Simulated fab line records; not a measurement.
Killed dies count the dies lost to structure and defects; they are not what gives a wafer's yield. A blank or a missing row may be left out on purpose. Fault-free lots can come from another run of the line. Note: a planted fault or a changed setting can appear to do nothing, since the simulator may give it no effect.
fab line records	flow gf180mcu
record: lots: 6	wafers: 18	last_day: 33
route steps=602 shown STI@6 PASSIVATION@602
lots with no fault: from the same line, run without faults
start_h: start of the lot's first displayed wafer, in hours after the record's first day	wait_h: hours elapsed since this lot's preceding step	" as in the row above	L1.1+2: a row that stands for several wafers	- value missing, or start not given	* or withheld: withheld	< > ~ a bound
route shown NAME@n: a module of which the file shows steps, and the number in the route of the first	usual: mean and standard deviation over wafers with no fault	same: alike in all rows	chamber/n: place in a boat	sites: per-site readings	_std_site: the standard deviation of these	_edge_site: inner sites' mean taken away from outer sites' mean	radius_mm: how far each site lies from the wafer's centre	mask NAME#n: copy n	behind: the last tool/chamber to shape the wafer	hold: what put the lot on hold/how long, in hours/how the hold closed	device: which transistor (n, p or np) failed to switch	end of line: the same wafers' tests at the end of the route	where a step has no rows: the recipe by itself	killed: the dies lost at the first sort to structure and to defects; this is not the yield of the wafer	map: dies across one wafer; x = killed, . = not, _ = none there
set.NAME: setting as actually run; set.NAME@STEP: the setting as run at that earlier step	model.NAME: the simulator's own value behind a step, which no gauge read
lots at some steps of the route; a table a step, a row a wafer
services: the hour from which a tool's chamber was out of use, counted from the record's first day as start_h (under 0 if before that day), plus the number of hours and why
== steps ==
step: GF_STI_DEHYDRATE_05
recipe: temp_c: 200	time_s: 60
step: GF_STI_HMDS_06
recipe: prime_time_s: 60	prime_temp_c: 120
step: GF_STI_COAT_07
recipe: resist: KrF	spin_rpm: withheld	resist_thk_nm: 700
step: GF_STI_SOFTBAKE_08
recipe: temp_c: 130	time_s: 60	resist: KrF
step: GF_STI_EXPOSE_09
recipe: mask_id: COMP	target_cd_nm: 220	na: 0.68	source_shape: conventional	sigma_outer: 0.6	dose_mj: 28
step: GF_STI_PEB_10
recipe: peb_temp_c: 135	peb_time_s: 90	resist: KrF
step: GF_STI_DEVELOP_11
recipe: develop_time_s: 60	dev_temp_c: 21
step: GF_STI_CD_MEAS_12
recipe: target_cd_nm: 220
usual: cd_nm: 220.0/1.2
lot.wafer	tool	chamber	start_h	wait_h	cd_nm
L671.1	cd_sem-02	-	28.78	0.1	219.9
L671.2	"	-	"	"	220.6
L671.5	"	-	"	"	218.7
L676.2	cd_sem-02	-	50.85	0.1	222.5
L676.5	"	-	"	"	220.9
L676.6	"	-	"	"	220.9
L683.1	cd_sem-01	-	86.38	0.1	218.8
L683.2	"	-	"	"	218.4
L683.4	"	-	"	"	220.1
L684.2	cd_sem-02	-	92.05	0.1	219.6
L684.4	"	-	"	"	219.3
L684.6	"	-	"	"	218.8
L685.1	cd_sem-01	-	98.18	0.1	220.0
L685.2	"	-	"	"	219.7
L685.6	"	-	"	"	220.1
L690.1	cd_sem-01	-	122.52	0.1	222.2
L690.4	"	-	"	"	222.1
L690.6	"	-	"	"	222.2
step: GF_STI_ETCH_13
recipe: chemistry: CHF3/O2	stop_on: Si	over_etch_frac: 0.3	target_depth_a: 2823.1	source_w: 600	bias_w: 200	pressure_mtorr: 40	chf3_flow_sccm: 50	O2_flow_sccm: 5	time_s: 112.9
usual: drypump_motor_current_A: 5.8/0.58	oes_product_au: 0.832/0.0062	run_length_s: 141.3/0.62	throttle_valve_pct: 8.810/0.01
lot.wafer	tool	chamber	start_h	wait_h	drypump_motor_current_A	oes_product_au	rf_hours_counter_h	run_length_s	throttle_valve_pct
L671.1	rie_diel-02	3	28.90	0.1	5.4	0.832	64	142.0	8.823
L671.2	"	0	"	"	6.3	0.830	29	141.6	8.796
L671.5	"	0	"	"	6.3	0.828	-	141.9	8.804
L676.2	rie_diel-02	3	50.95	0.1	5.4	0.826	65	141.7	8.824
L676.5	"	0	"	"	6.3	0.823	-	142.1	8.797
L676.6	"	3	"	"	5.4	0.827	-	142.2	8.803
L683.1	rie_diel-01	1	86.50	0.1	6.5	0.839	22	142.1	8.810
L683.2	"	2	"	"	6.1	0.838	6	141.2	8.813
L683.4	"	0	"	"	6.4	0.836	36	141.0	8.820
L684.2	rie_diel-01	3	92.15	0.1	5.8	0.846	1	140.0	8.814
L684.4	"	1	"	"	6.5	0.833	22	141.7	8.804
L684.6	"	3	"	"	5.8	0.836	-	140.4	8.815
L685.1	rie_diel-04	0	98.30	0.1	5.0	0.836	85	141.2	8.805
L685.2	"	2	"	"	6.1	0.838	9	141.0	8.807
L685.6	"	3	"	"	6.4	0.831	-	141.4	8.816
L690.1	rie_diel-02	2	122.64	0.1	5.0	0.832	149	141.4	8.805
L690.4	"	3	"	"	5.4	0.837	67	141.9	8.813
L690.6	"	2	"	"	5.0	0.832	-	141.5	8.812
step: GF_STI_ETCH_14
recipe: target: Si	chemistry: HBr/Cl2/O2	target_depth_nm: 360	icp_w: 600	bias_w: 150	pressure_mtorr: 15	HBr_flow_sccm: 150	Cl2_flow_sccm: 40	O2_flow_sccm: 6	time_s: 102.9
usual: HBr_flow_sccm: 150.0/0.39	drypump_motor_current_A: 5.7/0.46	oes_product_au: 0.997/0.009	run_length_s: 131.3/0.48	throttle_valve_pct: 25.660/0.009
lot.wafer	tool	chamber	start_h	wait_h	HBr_flow_sccm	drypump_motor_current_A	oes_product_au	rf_hours_counter_h	run_length_s	throttle_valve_pct
L671.1	rie_si-01	3	28.98	0.0	150.4	6.2	0.996	6	130.5	25.653
L671.2	"	0	"	"	149.3	5.2	0.991	145	131.5	25.676
L671.5	"	2	"	"	150.4	5.2	0.997	-	131.8	25.677
L676.2	rie_si-01	2	51.03	0.0	149.9	5.2	1.002	2	131.7	25.660
L676.5	"	1	"	"	149.6	5.8	1.013	-	132.1	25.643
L676.6	"	2	"	"	150.4	5.2	0.998	-	131.6	25.658
L683.1	rie_si-01	0	86.57	0.0	150.2	5.2	0.994	145	131.2	25.679
L683.2	"	2	"	"	149.9	5.3	1.008	3	131.8	25.651
L683.4	"	3	"	"	150.3	6.2	0.991	6	131.0	25.654
L684.2	rie_si-02	0	92.22	0.0	149.8	6.4	1.012	113	131.7	25.654
L684.4	"	1	"	"	150.1	5.1	0.995	28	131.4	25.649
L684.6	"	1	"	"	149.4	5.1	1.008	-	131.0	25.675
L685.1	rie_si-02	1	98.37	0.0	150.0	5.1	0.995	28	131.3	25.650
L685.2	"	3	"	"	149.9	5.7	0.989	3	130.7	25.664
L685.6	"	1	"	"	150.3	5.1	0.999	-	130.8	25.681
L690.1	rie_si-02	2	122.72	0.0	150.2	5.5	0.991	74	131.3	25.674
L690.4	"	1	"	"	150.4	5.1	0.982	28	131.6	25.669
L690.6	"	1	"	"	150.0	5.1	0.989	-	130.8	25.667
step: GF_STI_STRIP_15
recipe: chemistry: O2/N2	power_w: 1400	pressure_mtorr: 1500	platen_temp_c: 250	o2_flow_sccm: 3000	n2_flow_sccm: 300	overash_fraction: 0.5
usual: drypump_motor_current_A: 5.95/0.27	heater_power_w: 353/20	n2_flow_sccm: 300.0/0.92	oes_product_au: 0.384/0.0049	strip_time_to_endpoint_s: 3.74/0.051
same: overash_fraction: 0.5
lot.wafer	tool	chamber	start_h	wait_h	drypump_motor_current_A	heater_power_w	n2_flow_sccm	oes_product_au	rf_hours_counter_h	strip_time_to_endpoint_s
L671.1	plasma_asher-02	0	29.05	0.0	6.13	306	301.9	0.387	40	3.74
L671.2	"	1	"	"	5.62	381	299.2	0.386	40	3.71
L671.5	"	0	"	"	6.12	296	300.3	0.379	-	3.66
L676.2	plasma_asher-03	1	51.10	0.0	6.28	349	299.8	0.388	19	3.76
L676.5	"	0	"	"	5.72	352	298.7	0.381	-	3.71
L676.6	"	1	"	"	6.24	355	300.7	0.385	-	3.74
L683.1	plasma_asher-02	0	86.65	0.0	6.12	297	299.7	0.387	46	3.71
L683.2	"	1	"	"	5.64	370	299.3	0.392	46	3.76
L683.4	"	1	"	"	5.63	374	301.1	0.389	-	3.67
L684.2	plasma_asher-03	1	92.30	0.0	6.25	350	299.4	0.381	23	3.72
L684.4	"	0	"	"	5.73	345	301.0	0.377	-	3.72
L684.6	"	0	"	"	5.74	357	301.7	0.380	-	3.73
L685.1	plasma_asher-03	0	98.45	0.0	5.73	355	299.8	0.379	24	3.72
L685.2	"	1	"	"	6.26	353	299.7	0.378	24	3.77
L685.6	"	0	"	"	5.73	351	299.4	0.383	-	3.72
L690.1	plasma_asher-03	1	122.80	0.0	6.27	348	299.3	0.377	27	3.74
L690.4	"	1	"	"	6.24	349	299.8	0.391	-	3.75
L690.6	"	1	"	"	6.26	357	299.4	0.380	-	3.69
step: GF_STI_CLEAN_16
recipe: chemistry: dHF	time_s: 25	dilution: 100:1
step: GF_STI_WET_ETCH_17
recipe: chemistry: H3PO4	target_depth_nm: 45	temp_c: 160	target: Si3N4	time_s: 514
usual: run_length_s: 541/3.7
lot.wafer	tool	chamber	start_h	wait_h	run_length_s	model.Si3N4_of_STI_CVD_03.thk_nm
L671.1	wet_bench-01	2	29.16	0.0	539	161.1
L671.2	"	2	"	"	539	161.9
L671.5	"	2	"	"	539	161.7
L676.2	wet_bench-04	3	51.21	0.0	538	157.9
L676.5	"	3	"	"	538	158.8
L676.6	"	3	"	"	538	159.8
L683.1	wet_bench-04	3	86.76	0.0	284	186.4
L683.2	"	3	"	"	284	185.7
L683.4	"	3	"	"	284	186.5
L684.2	wet_bench-04	2	92.41	0.0	286	188.2
L684.4	"	2	"	"	286	187.2
L684.6	"	2	"	"	286	186.8
L685.1	wet_bench-02	0	98.56	0.0	540	164
L685.2	"	0	"	"	540	164.1
L685.6	"	0	"	"	540	162.8
L690.1	wet_bench-01	0	122.91	0.0	540	162.2
L690.4	"	0	"	"	540	161.6
L690.6	"	0	"	"	540	162.1
step: GF_STI_CLEAN_18
recipe: chemistry: SC1/SC2	mix: 1:4:20	temp_c: 70	time_s: 150
step: GF_STI_CLEAN_19
recipe: chemistry: dHF	time_s: 20	dilution: 100:1
step: GF_STI_WET_ETCH_20
recipe: chemistry: dHF	dilution: 100:1	target_depth_nm: 20	temp_c: 25	dry: ipa_marangoni	target: SiO2	time_s: 400
step: GF_STI_OXIDATION_21
recipe: temp_c: 1000	ambient: O2	stabilise_s: 600	purge_s: 300	target_thk_a: 150	ox_time_s: 458
step: GF_STI_THK_MEAS_22
recipe: reads: SiO2_of_STI_OXIDATION_21
usual: STI_OXIDATION_01_THK: 14.94/0.26
lot.wafer	tool	chamber	start_h	wait_h	STI_OXIDATION_01_THK[nm]
L671.1	film_metro-01	-	30.63	0.0	14.77
L671.2	"	-	"	"	14.88
L671.5	"	-	"	"	14.72
L676.2	film_metro-03	-	52.73	0.0	15.31
L676.5	"	-	"	"	14.96
L676.6	"	-	"	"	15.30
L683.1	film_metro-03	-	89.70	0.0	14.96
L683.2	"	-	"	"	14.99
L683.4	"	-	"	"	14.82
L684.2	film_metro-03	-	93.89	0.0	15.12
L684.4	"	-	"	"	15.04
L684.6	"	-	"	"	15.16
L685.1	film_metro-03	-	100.29	0.0	14.73
L685.2	"	-	"	"	14.84
L685.6	"	-	"	"	14.79
L690.1	film_metro-01	-	125.76	0.0	14.99
L690.4	"	-	"	"	14.73
L690.6	"	-	"	"	14.97
step: GF_STI_CVD_23
recipe: material: SiO2	target_thk_nm: 650	sigma_open_frac: 0.3	time_s: 108.3	temp_c: 600	sih4_flow_sccm: 60	pressure_mtorr: 6
step: GF_STI_THK_MEAS_24
recipe: reads: SiO2_of_STI_CVD_23
usual: STI_CVD_23_THK: 647/7.5
lot.wafer	tool	chamber	start_h	wait_h	STI_CVD_23_THK[nm]
L671.1	film_metro-02	-	30.77	0.0	651
L671.2	"	-	"	"	653
L671.5	"	-	"	"	651
L676.2	film_metro-03	-	52.87	0.0	639
L676.5	"	-	"	"	642
L676.6	"	-	"	"	643
L683.1	film_metro-02	-	89.84	0.0	652
L683.2	"	-	"	"	653
L683.4	"	-	"	"	656
L684.2	film_metro-02	-	94.02	0.0	644
L684.4	"	-	"	"	632
L684.6	"	-	"	"	644
L685.1	film_metro-02	-	100.42	0.0	649
L685.2	"	-	"	"	655
L685.6	"	-	"	"	646
L690.1	film_metro-02	-	125.90	0.0	653
L690.4	"	-	"	"	640
L690.6	"	-	"	"	655
step: GF_STI_CMP_25
recipe: stop_on: Si3N4	t_overpolish_s: 33	down_force_psi: 4	platen_rpm: 60	target_thk_nm: 524.6	pad_velocity_m_s: 0.94248
usual: motor_current_A: 12.2/1
lot.wafer	tool	chamber	start_h	wait_h	motor_current_A
L671.2	cmp-01	0	30.88	0.1	12.6
L671.1	"	2	"	"	13.7
L671.5	"	0	"	"	12.4
L676.2	cmp-02	2	53.14	0.3	11.3
L676.5	"	1	"	"	10.6
L676.6	"	2	"	"	11.0
L683.4	cmp-01	2	89.90	0.0	12.8
L683.1	"	3	"	"	14.6
L683.2	"	1	"	"	12.9
L684.2	cmp-01	0	94.07	0.0	12.1
L684.4	"	3	"	"	14.0
L684.6	"	1	"	"	12.6
L685.1	cmp-02	3	100.48	0.1	11.4
L685.2	"	0	"	"	12.6
L685.6	"	0	"	"	12.5
L690.4	cmp-01	2	125.96	0.0	13.0
L690.1	"	3	"	"	13.0
L690.6	"	2	"	"	13.1
step: GF_STI_WET_ETCH_26
recipe: chemistry: dHF	target_depth_nm: 94	target: SiO2	temp_c: 25	dilution: 10:1	time_s: 188
usual: run_length_s: 215/3.3
lot.wafer	tool	chamber	start_h	wait_h	run_length_s	model.Si3N4_of_STI_CVD_03.thk_nm
L671.1	wet_bench-02	1	31.13	0.1	215	150.3
L671.2	"	1	"	"	215	151.1
L671.5	"	1	"	"	215	150.9
L676.2	wet_bench-04	0	53.39	0.2	216	147.1
L676.5	"	0	"	"	216	148
L676.6	"	0	"	"	216	149
L683.1	wet_bench-04	1	90.20	0.2	212	175.4
L683.2	"	1	"	"	212	174.8
L683.4	"	1	"	"	212	175.5
L684.2	wet_bench-02	2	94.37	0.2	213	177.5
L684.4	"	2	"	"	213	176.5
L684.6	"	2	"	"	213	176.1
L685.1	wet_bench-04	3	100.78	0.2	212	153.3
L685.2	"	3	"	"	212	153.4
L685.6	"	3	"	"	212	152.1
L690.1	wet_bench-01	1	126.26	0.2	212	151.4
L690.4	"	1	"	"	212	150.8
L690.6	"	1	"	"	212	151.3
step: GF_STI_WET_ETCH_27
recipe: chemistry: H3PO4	target_depth_nm: 160	target: Si3N4	temp_c: 160	time_s: 1825
step: GF_PASSIVATION_PROBE_99
lot.wafer	tool	chamber	start_h	wait_h	model.etest.pwell_in_dnwell.line_ohm_um	model.etest.p_drift.rs_ohm_sq	model.etest.pwell_in_dnwell.rs_ohm_sq	model.etest.n_drift.rs_ohm_sq	model.etest.nwell.line_ohm_um	model.etest.nwell.rs_ohm_sq	model.etest.field_n.vt_v	model.etest.field_p.vt_v
L671.1	prober-01	-	670.38	0.1	4102	2287	2416	1289	1088	954.8	35.84	-31.41
L671.2	prober-01	-	670.43	0.1	3988	2255	2344	1238	1079	939.5	33.75	-29.78
L671.5	prober-01	-	670.58	0.2	4093	2282	2418	1293	1088	955.8	35.91	-31.39
L676.2	prober-02	-	710.33	0.1	4027	2366	2435	1142	1162	988.7	35.52	-32.74
L676.5	prober-02	-	710.48	0.2	4118	2406	2472	1172	1173	1008	36.52	-33.52
L676.6	prober-02	-	710.53	0.2	4153	2412	2480	1171	1173	1003	36.81	-33.62
L683.1	prober-01	-	753.85	0.1	4292	2829	2569	1260	1358	1161	40.44	-41.19
L683.2	prober-01	-	753.90	0.1	4351	2871	2619	1269	1371	1180	40.88	-41.55
L683.4	prober-01	-	754.00	0.2	4262	2847	2561	1258	1366	1167	40.22	-41.01
L684.2	prober-01	-	762.20	0.1	4836	2866	2870	1336	1224	1055	44.65	-38.91
L684.4	prober-01	-	762.30	0.2	4602	2710	2715	1281	1198	1034	42.39	-37.04
L684.6	prober-01	-	762.40	0.2	4665	2757	2746	1284	1190	1036	42.62	-37.23
L685.1	prober-02	-	769.23	0.1	4128	2503	2428	1203	1207	1047	36.37	-35.68
L685.2	prober-02	-	769.28	0.1	4073	2496	2424	1195	1196	1043	35.84	-35.31
L685.6	prober-02	-	769.48	0.2	3957	2449	2387	1177	1196	1029	35.05	-34.54
L690.1	prober-01	-	795.00	0.1	3927	2326	2338	1184	1078	935.9	32.59	-29.29
L690.4	prober-01	-	795.15	0.2	3938	2362	2348	1183	1097	931.6	32.68	-29.31
L690.6	prober-01	-	795.25	0.2	3980	2414	2363	1204	1086	945.1	33.96	-30.25
killed by level:class
L671.1 V4:geometric_particle:open=6 V3:geometric_particle:open=5 CONTACT:geometric_particle:open=3 TOP_METAL:geometric_particle:short=3 V1:geometric_particle:open=2 V3:geometric_particle:short=2 STI:geometric_particle:short=1 POLY_GATE:geometric_particle:open=1
L671.2 V2:geometric_particle:open=8 V4:geometric_particle:open=6 CONTACT:geometric_particle:open=5 V1:geometric_particle:open=5 V3:geometric_particle:open=4 M2:geometric_particle:short=3 V5:geometric_particle:open=3 STI:geometric_particle:open=2
L671.5 V3:geometric_particle:open=7 V1:geometric_particle:open=6 V4:geometric_particle:open=5 V5:geometric_particle:open=5 V2:geometric_particle:open=3 M2:geometric_particle:short=3 V3:geometric_particle:short=3 V5:geometric_particle:short=2
L676.2 V1:geometric_particle:open=5 V1:geometric_particle:short=4 V2:geometric_particle:open=4 POLY_GATE:geometric_particle:open=3 CONTACT:geometric_particle:open=3 V4:geometric_particle:open=3 STI:geometric_particle:open=2 CONTACT:geometric_particle:short=2
L676.5 V1:geometric_particle:open=5 V3:geometric_particle:open=5 STI:geometric_particle:short=4 V4:geometric_particle:open=4 V5:geometric_particle:short=4 V1:geometric_particle:short=3 V2:geometric_particle:open=3 V2:geometric_particle:short=3
L676.6 V3:geometric_particle:open=7 CONTACT:geometric_particle:open=5 V2:geometric_particle:short=4 V4:geometric_particle:open=4 STI:geometric_particle:short=3 STI:geometric_particle:open=3 CONTACT:geometric_particle:short=3 V1:geometric_particle:short=3
L685.1 CONTACT:geometric_particle:open=5 V5:geometric_particle:open=5 V1:geometric_particle:open=4 CONTACT:geometric_particle:short=3 V2:geometric_particle:open=3 V2:geometric_particle:short=3 V4:geometric_particle:open=3 M1:geometric_particle:short=2
L685.2 CONTACT:geometric_particle:open=8 STI:geometric_particle:open=5 M1:geometric_particle:short=4 V3:geometric_particle:open=4 CONTACT:geometric_particle:short=3 V1:geometric_particle:short=3 V5:geometric_particle:open=3 V1:geometric_particle:open=2
L685.6 CONTACT:geometric_particle:open=10 V4:geometric_particle:open=8 V5:geometric_particle:open=8 M1:geometric_particle:short=4 V2:geometric_particle:open=4 V3:geometric_particle:open=4 STI:geometric_particle:short=2 STI:geometric_particle:open=2
L690.1 V4:geometric_particle:open=6 STI:geometric_particle:open=4 V1:geometric_particle:open=4 V3:geometric_particle:open=4 V5:geometric_particle:short=4 STI:geometric_particle:short=3 CONTACT:geometric_particle:open=3 V2:geometric_particle:open=3
L690.4 V1:geometric_particle:open=6 V2:geometric_particle:open=6 V4:geometric_particle:open=5 STI:geometric_particle:short=4 CONTACT:geometric_particle:open=4 M1:geometric_particle:short=4 M2:geometric_particle:short=3 V2:geometric_particle:short=3
L690.6 CONTACT:geometric_particle:short=4 CONTACT:geometric_particle:open=4 V3:geometric_particle:open=4 V1:geometric_particle:open=3 V2:geometric_particle:short=3 V4:geometric_particle:open=3 STI:geometric_particle:short=2 POLY_GATE:geometric_particle:short=2
== services ==
tool	chamber	start_h	hours	kind
rie_diel-04	3	19.64	5.3	repair
rie_si-01	-	21.16	0.6	repair
rie_si-02	2	24.62	17.5	repair
rie_diel-01	3	46.95	-	clean
rie_diel-01	3	46.95	15.5	scheduled_down
rie_diel-01	3	46.95	15.5	vent_cycle
cmp-02	-	47.49	5.1	pm
rie_diel-04	-	56.85	2.8	pm
cmp-01	-	64.00	4.0	pm
rie_si-02	1	64.04	7.8	repair
cmp-01	-	68.00	-	consumable_replace:conditioner
cmp-01	-	68.00	-	consumable_replace:pad
rie_si-02	0	69.29	10.0	repair
rie_diel-04	-	71.17	15.6	pm
wet_bench-01	-	85.82	12.2	repair
plasma_asher-03	-	85.97	2.8	pm
cmp-02	-	87.05	0.8	repair
rie_si-01	-	90.57	80.6	repair
rie_diel-01	3	97.42	11.5	repair
== key ==
first_sign: step: GF_STI_WET_ETCH_17	reading: run_length_s	direction: down	sigmas: 70	usual: *	struck: *
effect none on later readings
model_effect: step: GF_STI_WET_ETCH_17	value: Si3N4_of_STI_CVD_03.thk_nm	without: 164.7	struck: 186.8
model_effect: step: GF_STI_WET_ETCH_26	value: Si3N4_of_STI_CVD_03.thk_nm	without: 153.9	struck: 176
model_effect: step: GF_PASSIVATION_PROBE_99	value: etest.pwell_in_dnwell.line_ohm_um	without: 4104	struck: 4501
met_at GF_STI_WET_ETCH_17
struck_wafers L683.1,L683.2,L683.4,L684.2,L684.4,L684.6
sort_left_out L683.1,L683.2,L683.4,L684.2,L684.4,L684.6
tester_left_out L683,L684
onset_between 51.21 86.76
fault: kind: process_parameter_drift	tool: wet_bench-04	chamber: -	onset_h: 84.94	steps: GF_STI_WET_ETCH_17	channel: time_s	offset: *	shape: step	end_h: 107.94	acts_in: *	stated: *
tester_left_out: of these lots the tester's yield and bins aren't shown, on N5 and GAA mostly nor the transistor test; their killed dies are dies lost to structure and defects alone, not to doping, threshold or leakage, so they don't give the yield
sort_left_out: the simulated sort isn't trusted on such a fault, so these wafers' sort isn't shown, and their yield isn't known
